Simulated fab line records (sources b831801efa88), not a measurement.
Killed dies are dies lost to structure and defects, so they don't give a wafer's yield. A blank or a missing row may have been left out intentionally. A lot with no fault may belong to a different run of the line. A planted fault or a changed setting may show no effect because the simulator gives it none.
A struck lot beside a sound one -- flow gf180mcu -- 20 steps out of a route of 602
Sound: these wafers, L235.3, L235.5, L235.6. Wafers L244.1, L244.2, L244.3 were the ones struck. The cause comes at the end.
Each step with rows lists, per side, the tool, then ch with its chambers, then its first start. Under that, the readings that differ: sound wafers -- struck wafers -- difference of the means -- sigmas: that difference in standard deviations of wafers without a fault.
alike: readings with means less than 2 such deviations apart, plus words and numbers identical on both sides. not compared: withheld readings, readings lacking a value on some wafer, bounds such as >300 that could conceal the same value, and numbers that have no deviation in the record and whose values overlap.
Wherever a step has rows on one side only, a row that says differs or no value, or a row with sigmas, the two part there. Numbers that have no deviation but don't overlap get no sigmas and don't part them. A reading that every wafer of one side lacks parts them only if that side has two wafers or more.

GF_V1_CMP_26: polishes, stops on SiO2, t overpolish 15 s, target thk 0 nm.
  sound on cmp-02 ch 1,2,3, day 20 18:23; struck on cmp-01 ch 0,1,3, day 23 19:01
  alike: motor_current_A, overpolish_run_s, time_to_endpoint_s
GF_M2_SPUTTER_00: material Ti, target thk 37.5 nm, time 150 s.
  struck on pvd_sputter-03, day 23 19:19; sound on pvd_sputter-04, day 20 18:32
  alike: throttle_valve_pct
GF_M2_SPUTTER_01: material TiN, target thk 30 nm, time 25 s.
  struck on pvd_sputter-03, day 23 19:25; sound on pvd_sputter-04, day 20 18:38
  alike: throttle_valve_pct
then, 2 steps without rows for these wafers: GF_M2_SPUTTER_02 (material AlCu, target thk 450 nm, time 23.9 s); GF_M2_SPUTTER_03 (material Ti, target thk 10 nm, time 6.7 s).
GF_M2_SPUTTER_04: material TiN, target thk 50 nm, time 41.7 s.
  struck on pvd_sputter-03, day 23 19:29; sound on pvd_sputter-04, day 20 18:43
  alike: throttle_valve_pct
GF_M2_RS_MEAS_05: a four-point-probe measurement.
  struck on film_metro-02, day 23 19:32; sound on film_metro-04, day 20 18:47
  alike: M2_ALCU_RS
GF_M2_THK_MEAS_06: measures by xrf.
  struck on film_metro-02, day 23 19:39; sound on film_metro-04, day 20 18:53
  alike: M2_ALCU_THK
then, 4 steps without rows for these wafers: GF_M2_DEHYDRATE_07 (time 60 s); GF_M2_HMDS_08 (prime time 60 s); GF_M2_COAT_09 (resist thk 1000 nm); GF_M2_SOFTBAKE_10 (time 60 s).
GF_M2_EXPOSE_11: exposes mask Metal2, target cd 280 nm.
  sound on krf_scanner-01 ch 0, day 21 06:45; struck on krf_scanner-01 ch 0, day 24 07:32
  alike: mask
then, 2 steps without rows for these wafers: GF_M2_PEB_12 (peb time 90 s); GF_M2_DEVELOP_13 (develop time 60 s).
GF_M2_CD_MEAS_14: the cd target is 280 nm.
  struck on cd_sem-02, day 24 17:55; sound on cd_sem-02, day 21 18:48
reading,sound,struck,difference,sigmas
cd_nm (nm),280.0 279.5 280.6,237.2 192.2 268.2,-47.5,-40
GF_M2_OVL_MEAS_15:
  struck on overlay-01, day 24 18:02; sound on overlay-02, day 21 18:53
  alike: M2_OVL
GF_M2_METAL_ETCH_16: etches the open film in Cl2/BCl3, stops on SiO2, target depth 750.8 nm, time 125.1 s.
  sound on rie_metal-04 ch 0,1, day 21 18:58; struck on rie_metal-04 ch 0,1, day 24 18:04
reading,sound,struck,difference,sigmas
model.M2.cd_nm (nm),284.3 276.5 284.7,238.7 196 272.4,-46.1,
  alike: drypump_motor_current_A, oes_product_au, throttle_valve_pct
  not compared: rf_hours_counter_h
GF_M2_STRIP_17: strips in O2/N2.
  sound on plasma_asher-01 ch 0,1, day 21 19:05; struck on plasma_asher-01 ch 0,1, day 24 18:11
  alike: drypump_motor_current_A, heater_power_w, oes_product_au, strip_time_to_endpoint_s
  not compared: rf_hours_counter_h
-- the record jumps here: 9 days lie between the struck wafers' starts before and after (it left off in module M2 and takes up again in module PASSIVATION, whose first step shown is number 602 of the route) --
GF_PASSIVATION_PROBE_99:
  the record has rows for the struck wafers here (prober-01, day 33 13:34) and none for the sound ones

## WHERE THEY PART
First at GF_M2_CD_MEAS_14; last, within this record, at GF_PASSIVATION_PROBE_99.

WHY: whatever the simulator had introduced
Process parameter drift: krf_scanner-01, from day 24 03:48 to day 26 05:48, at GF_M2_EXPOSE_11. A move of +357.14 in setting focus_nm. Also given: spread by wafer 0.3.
